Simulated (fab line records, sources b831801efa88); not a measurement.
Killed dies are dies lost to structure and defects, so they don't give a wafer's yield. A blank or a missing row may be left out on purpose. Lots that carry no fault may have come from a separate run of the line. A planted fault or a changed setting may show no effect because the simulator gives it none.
A lot that was struck, set against a sound lot -- flow gf180mcu -- 23 out of 602 route steps
Sound: these wafers, L705.1, L705.2, L705.5. Struck: wafer L719.1. (L719.3, L719.4 of the same lot were not struck and are left out.) The cause comes at the end.
Each step with rows lists, per side, the tool, then ch with its chambers, then its first start. Under that, the readings that differ: sound wafers -- struck wafers -- difference of the means -- sigmas: that difference in standard deviations of wafers without a fault.
alike: a reading whose means differ by less than 2 such deviations, as well as words and numbers matching on both sides. not compared: withheld readings; readings where some wafer has no value; bounds like >300 that might hide an equal value; numbers whose values overlap and for which the record gives no deviation.
The two part at a step that has a row with sigmas, a row that says differs or no value, or rows on one side only. Numbers that have no deviation but don't overlap get no sigmas and don't part them. Lack of a reading on every wafer of one side parts them only where that side has two or more wafers.

GF_V3_RS_MEAS_24: a four-point-probe measurement.
  sound on film_metro-03, day 24 07:14; struck on film_metro-01, day 28 18:22
  alike: V3_W_RS
GF_V3_THK_MEAS_25: measures by xrf.
  sound on film_metro-03, day 24 07:21; struck on film_metro-01, day 28 18:29
  alike: V3_W_THK
GF_V3_CMP_26: polishes, stops on SiO2, t overpolish 15 s, target thk 0 nm.
  sound on cmp-02 ch 0,1,2, day 24 07:34; struck on cmp-01 ch 3, day 28 18:32
  alike: edge_zone_pressure_frac, motor_current_A, overpolish_run_s, platen_rpm, slurry_filter_dp_kPa, time_to_endpoint_s
then, 1 step without rows for these wafers: GF_M4_SPUTTER_00 (material Ti, target thk 37.5 nm, time 150 s).
GF_M4_SPUTTER_01: material TiN, target thk 30 nm, time 25 s.
  sound on pvd_sputter-03, day 24 07:56; struck on pvd_sputter-03, day 28 18:56
  alike: throttle_valve_pct
GF_M4_SPUTTER_02: material AlCu, target thk 450 nm, time 23.9 s.
  sound on pvd_sputter-03, day 24 07:58; struck on pvd_sputter-03, day 28 18:58
  alike: throttle_valve_pct
GF_M4_SPUTTER_03: material Ti, target thk 10 nm, time 6.7 s.
  sound on pvd_sputter-03, day 24 08:00; struck on pvd_sputter-03, day 28 19:00
  alike: throttle_valve_pct
GF_M4_SPUTTER_04: material TiN, target thk 50 nm, time 41.7 s.
  sound on pvd_sputter-03, day 24 08:02; struck on pvd_sputter-03, day 28 19:01
  alike: throttle_valve_pct
GF_M4_RS_MEAS_05: a four-point-probe measurement.
  sound on film_metro-03, day 24 08:04; struck on film_metro-01, day 28 19:04
  alike: M4_ALCU_RS
GF_M4_THK_MEAS_06: measures by xrf.
  sound on film_metro-03, day 24 08:11; struck on film_metro-01, day 28 19:11
  alike: M4_ALCU_THK
then, 2 steps without rows for these wafers: GF_M4_DEHYDRATE_07 (time 60 s); GF_M4_HMDS_08 (prime time 60 s).
GF_M4_COAT_09: resist thk 1000 nm.
  sound on litho_track-04 ch 0, day 24 19:07; struck on litho_track-01 ch 0, day 29 04:25
reading,sound,struck,difference,sigmas
model.KrF_of_M4_COAT_09.thk_nm (nm),999.8 999.4 997.8,1044,+45,
  alike: exhaust_pa
then, 4 steps without rows for these wafers: GF_M4_SOFTBAKE_10 (time 60 s); GF_M4_EXPOSE_11 (exposes mask Metal4, target cd 280 nm); GF_M4_PEB_12 (peb time 90 s); GF_M4_DEVELOP_13 (develop time 60 s).
GF_M4_CD_MEAS_14: the cd target is 280 nm.
  sound on cd_sem-01, day 25 06:07; struck on cd_sem-01, day 29 13:52
  alike: cd_nm
GF_M4_OVL_MEAS_15:
  sound on overlay-02, day 25 06:14; struck on overlay-01, day 29 13:59
  alike: M4_OVL
GF_M4_METAL_ETCH_16: etches the open film in Cl2/BCl3, stops on SiO2, target depth 750.8 nm, time 125.1 s.
  sound on rie_metal-04 ch 0,1, day 25 06:16; struck on rie_metal-01 ch 0, day 29 14:01
reading,sound,struck,difference,sigmas
model.KrF_of_M4_COAT_09.thk_nm (nm),685.5 683.8 683.6,728.6,+44.3,
  alike: drypump_motor_current_A, mfc_cl2_sccm, oes_product_au, rf_fwd_power_W, throttle_valve_pct
  not compared: rf_hours_counter_h
GF_M4_STRIP_17: strips in O2/N2.
  sound on plasma_asher-04 ch 0,1, day 25 06:24; struck on plasma_asher-03 ch 1, day 29 14:09
reading,sound,struck,difference,sigmas
oes_product_au (a.u.),0.542 0.538 0.540,0.552,+0.012,+3
strip_time_to_endpoint_s (s),7.39 7.39 7.38,7.81,+0.42,+12
  alike: drypump_motor_current_A, heater_power_w
  not compared: rf_hours_counter_h
then, 1 step without rows for these wafers: GF_M4_STRIP_18 (strips in post etch residue remover, time 1200 s).
GF_PASSIVATION_PROBE_99:
  sound wafers here have rows in the record (prober-02, day 30 14:33); struck ones have none

== WHERE THEY PART ==
Earliest at GF_M4_STRIP_17; latest, in this record, at GF_PASSIVATION_PROBE_99.

WHY: what had been put in by the simulator
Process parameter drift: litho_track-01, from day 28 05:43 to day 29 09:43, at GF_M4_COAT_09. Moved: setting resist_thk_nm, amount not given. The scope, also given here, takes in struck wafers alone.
